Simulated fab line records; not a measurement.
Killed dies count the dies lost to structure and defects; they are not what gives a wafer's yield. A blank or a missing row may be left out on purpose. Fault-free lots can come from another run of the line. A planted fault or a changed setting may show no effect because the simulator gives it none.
Chamber matching ; flow sky130 ; hdpcvd-02 running SKY_VIA2_HDPCVD_00: 3 sister chambers
The step deposits SiO2, target thk 1180 nm, time 196.7 s. 14 wafers are shown with their chamber, then 7 later ones without.

== WAFERS PAIRED WITH THEIR CHAMBERS ==
wafer;chamber;run-length-s (s)
L523.2;1;223.6
L523.3;2;224.2
L523.6;1;223.7
L526.1;1;223.7
L526.2;0;224.3
L526.3;2;224.0
L529.3;1;223.8
L529.4;2;224.1
L529.6;0;224.0
L542.1;2;224.2
L542.4;2;224.0
L542.5;1;223.7
L543.3;2;224.2
L543.4;0;223.8

SIGNATURES (averages over the wafers above)
reading;chamber 0;chamber 1;chamber 2;scatter within a chamber
run-length-s;224.033;223.700;224.117;0.133
Rule: for a wafer and a chamber, the distance is found by dividing, reading by reading, the gap between the wafer's reading and the chamber's mean by the reading's scatter, squaring, summing and taking the root. If the next closest chamber is less than 2 further off than the closest, the wafer can't be placed; otherwise it belongs to the closest. How the scatter is found: for the shown wafers, subtract from each reading the mean of its chamber, square and add these, divide the total by (wafers less chambers), then take the root.

== WAFERS MISSING THEIR CHAMBER ==
wafer;run-length-s (s)
L543.6;223.6
L544.4;224.2
L544.5;224.5
L544.6;223.8
L545.2;223.8
L545.3;223.6
L545.4;224.1

== CHAMBER TAKEN BY EACH ==
wafer;from the rows above;in truth
L543.6;1;1
L544.4;can't be placed: 2 or 0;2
L544.5;can't be placed: 2 or 0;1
L544.6;can't be placed: 1 or 0 or 2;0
L545.2;can't be placed: 1 or 0 or 2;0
L545.3;1;1
L545.4;can't be placed: 2 or 0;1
Correctly placed: 2 of 7. Can't be placed from these rows: 5 (the true chamber is among the candidates in 3). Number placed wrongly: 0.
